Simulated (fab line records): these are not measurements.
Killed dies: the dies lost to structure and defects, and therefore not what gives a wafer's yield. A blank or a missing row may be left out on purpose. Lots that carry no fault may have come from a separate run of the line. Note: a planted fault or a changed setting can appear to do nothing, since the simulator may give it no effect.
Which tool is to blame? | flow sky130 | 6 lots, 18 wafers sampled, at 2 steps of a route of 708

## WHAT THE GAUGES READ, wafer by wafer
SKY_FIELD_ISO_CD_MEAS_13 targets a cd of 150 nm.
lot  | measured    | on       | cdNm (nm)
L865 | day 2 15:34 | cdSem-01 | 152.4 151.7 150.7
L867 | day 3 01:12 | cdSem-02 | 150.4 149.9 150.2
L872 | day 4 03:40 | cdSem-02 | 45.3 150.3 152.5
L876 | day 5 02:20 | cdSem-02 | 150.3 149.0 150.3
L883 | day 6 13:05 | cdSem-01 | 151.1 152.2 150.7
L885 | day 6 23:02 | cdSem-01 | 149.2 150.1 150.9

## TOOL THAT RAN EACH LOT (tool first, then ch and the chambers of the sampled wafers, then the start)
lot  | SKY_FIELD_ISO_EXPOSE_10
L865 | krfScanner-02 ch 0, day 2 07:51
L867 | krfScanner-02 ch 0, day 2 17:59
L872 | krfScanner-01 ch 0, day 3 19:54
L876 | krfScanner-02 ch 0, day 4 17:14
L883 | krfScanner-01 ch 0, day 6 03:32
L885 | krfScanner-02 ch 0, day 6 13:34
- SKY_FIELD_ISO_EXPOSE_10: exposes mask FOM, target cd 150 nm.

## THE ANSWER, worked out from the rows above alone
Rule: the usual values come from the lots themselves. Put in order of their means at a reading, lots are off if they are a third of the lots or fewer, leave a main group of 4 or more, and stand apart from it by a gap of 3 or more times the standard deviation of the main group's means; of several such gaps the widest counts. The tables above print the reading to a certain number of digits; a main group whose means all agree to those digits is not used. A lot without any number at a reading at which 4 lots or more have one is off too. All remaining lots with rows at the step are treated as sound.
Off: L872 (SKY_FIELD_ISO_CD_MEAS_13, cdNm). Main group: mean 150.6 nm, sd 0.71.
A tool fits if, at a process step before that reading, it ran every lot that is off, and no sound lot after the first of them. The gauges at SKY_FIELD_ISO_CD_MEAS_13 are tried like those tools. Not one of the candidates tried fits.

## WHAT HAD BEEN PUT IN BY THE SIMULATOR
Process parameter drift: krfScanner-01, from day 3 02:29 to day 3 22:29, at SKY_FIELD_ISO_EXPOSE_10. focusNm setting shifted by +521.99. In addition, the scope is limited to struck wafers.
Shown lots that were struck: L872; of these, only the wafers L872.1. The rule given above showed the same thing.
